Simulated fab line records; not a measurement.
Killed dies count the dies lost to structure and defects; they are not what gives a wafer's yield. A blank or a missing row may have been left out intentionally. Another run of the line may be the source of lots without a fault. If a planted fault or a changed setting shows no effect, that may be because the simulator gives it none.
Which of the tools did it? :: flow sky130 :: 18 wafers from 6 lots sampled at 2 of the route's 708 steps

== WHAT EACH GAUGE READ, for each wafer ==
SKY_VIA1_CD_MEAS_12: target cd 150 nm.
lot: L963
measured: day 35 00:45
on: cd-sem-02
cd-nm (nm): 149.5 150.5 150.5

lot: L967
measured: day 35 21:17
on: cd-sem-01
cd-nm (nm): 152.1 152.8 151.3

lot: L969
measured: day 36 14:40
on: cd-sem-01
cd-nm (nm): 150.4 152.5 150.7

lot: L973
measured: day 37 19:46
on: cd-sem-01
cd-nm (nm): 147.9 149.7 148.8

lot: L980
measured: day 39 21:44
on: cd-sem-02
cd-nm (nm): 150.1 148.2 150.4

lot: L982
measured: day 41 08:13
on: cd-sem-01
cd-nm (nm): 149.1 151.6 150.5

== WHICH TOOL RAN EACH LOT (tool, then ch and the chambers of the sampled wafers, then the start) ==
lot: L963
SKY_VIA1_CMP_02: cmp-02 ch 0,1,2, day 33 23:31

lot: L967
SKY_VIA1_CMP_02: cmp-02 ch 0,2, day 34 19:16

lot: L969
SKY_VIA1_CMP_02: cmp-02 ch 0,1, day 35 12:31

lot: L973
SKY_VIA1_CMP_02: cmp-02 ch 1,2,3, day 36 17:43

lot: L980
SKY_VIA1_CMP_02: cmp-02 ch 2,3, day 38 21:01

lot: L982
SKY_VIA1_CMP_02: cmp-02 ch 0,2, day 40 08:19
- SKY_VIA1_CMP_02: polishes SiO2.

== THE ANSWER, worked out from the rows above alone ==
Rule: the lots themselves supply what counts as usual. The widest of any qualifying gaps counts: lots, ordered by their means at a reading, are off when they make up no more than a third of the lots, leave a main group of 4 or more, and stand apart from it by 3 or more times the standard deviation of that group's means. A main group whose means are all the same, to the digits that the tables above print for the reading, isn't used. Also off: a lot with no number at a reading for which 4 or more lots have one. All remaining lots with rows at the step are treated as sound.
None of the lots is off at any reading shown; this tells nothing.

== WHAT THE SIMULATOR HAD INSERTED ==
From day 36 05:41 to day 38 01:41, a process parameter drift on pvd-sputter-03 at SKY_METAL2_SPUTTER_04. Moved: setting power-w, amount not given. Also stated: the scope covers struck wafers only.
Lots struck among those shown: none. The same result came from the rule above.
